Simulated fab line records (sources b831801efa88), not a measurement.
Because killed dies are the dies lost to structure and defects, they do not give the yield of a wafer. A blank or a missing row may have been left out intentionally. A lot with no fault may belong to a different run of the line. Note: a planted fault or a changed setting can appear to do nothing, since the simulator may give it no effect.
Matching of chambers / flow sky130 / SKY_LI_CONTACT_CMP_24 on cmp-02 has 4 sister chambers
The step polishes, stops on PSG, t overpolish 20 s, target thk 0 nm. 8 wafers are shown with their chamber, then 12 later ones without.

== EACH WAFER AND ITS CHAMBER ==
wafer=L081.4; chamber=3; motor_current_A (A)=12.6; time_to_endpoint_s (s)=103
wafer=L086.6; chamber=3; motor_current_A (A)=13.4; time_to_endpoint_s (s)=98
wafer=L088.1; chamber=2; motor_current_A (A)=8.9; time_to_endpoint_s (s)=97
wafer=L088.2; chamber=1; motor_current_A (A)=9.9; time_to_endpoint_s (s)=98
wafer=L088.3; chamber=0; motor_current_A (A)=10.7; time_to_endpoint_s (s)=99
wafer=L090.2; chamber=2; motor_current_A (A)=9.3; time_to_endpoint_s (s)=100
wafer=L090.3; chamber=1; motor_current_A (A)=10.1; time_to_endpoint_s (s)=101
wafer=L090.4; chamber=0; motor_current_A (A)=10.6; time_to_endpoint_s (s)=99

== WAFERS MISSING THEIR CHAMBER ==
wafer=L092.1; motor_current_A (A)=10.8; time_to_endpoint_s (s)=104
wafer=L092.3; motor_current_A (A)=13.1; time_to_endpoint_s (s)=99
wafer=L092.6; motor_current_A (A)=13.0; time_to_endpoint_s (s)=102
wafer=L093.1; motor_current_A (A)=10.3; time_to_endpoint_s (s)=106
wafer=L093.2; motor_current_A (A)=10.0; time_to_endpoint_s (s)=105
wafer=L093.3; motor_current_A (A)=9.0; time_to_endpoint_s (s)=100
wafer=L094.4; motor_current_A (A)=10.1; time_to_endpoint_s (s)=98
wafer=L094.5; motor_current_A (A)=9.7; time_to_endpoint_s (s)=99
wafer=L094.6; motor_current_A (A)=10.5; time_to_endpoint_s (s)=100
wafer=L097.2; motor_current_A (A)=10.9; time_to_endpoint_s (s)=99
wafer=L097.4; motor_current_A (A)=10.0; time_to_endpoint_s (s)=100
wafer=L097.6; motor_current_A (A)=10.9; time_to_endpoint_s (s)=105

== CHAMBER TAKEN BY EACH ==
wafer=L092.1; from the rows above=can't be placed: 0 or 1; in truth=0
wafer=L092.3; from the rows above=3; in truth=3
wafer=L092.6; from the rows above=3; in truth=3
wafer=L093.1; from the rows above=can't be placed: 1 or 0 or 2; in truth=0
wafer=L093.2; from the rows above=can't be placed: 1 or 0 or 2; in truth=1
wafer=L093.3; from the rows above=2; in truth=2
wafer=L094.4; from the rows above=can't be placed: 1 or 0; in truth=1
wafer=L094.5; from the rows above=can't be placed: 1 or 2 or 0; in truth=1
wafer=L094.6; from the rows above=can't be placed: 0 or 1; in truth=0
wafer=L097.2; from the rows above=0; in truth=0
wafer=L097.4; from the rows above=can't be placed: 1 or 0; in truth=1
wafer=L097.6; from the rows above=can't be placed: 0 or 1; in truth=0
Correctly placed: 4 of 12. Can't be placed from these rows: 8 (the true chamber is among the candidates in 8). Placed wrongly: 0.
How it was worked out, from the rows above alone: a wafer's distance from a chamber is the root of the sum, over the readings, of the square of ((its reading less the chamber's mean) divided by the reading's scatter). If the next closest chamber is less than 2 further off than the closest, the wafer can't be placed; otherwise it belongs to the closest. For every chamber, the mean is computed from those of its wafers that are shown. How the scatter is found: for the shown wafers, subtract from each reading the mean of its chamber, square and add these, divide the total by (wafers less chambers), then take the root.
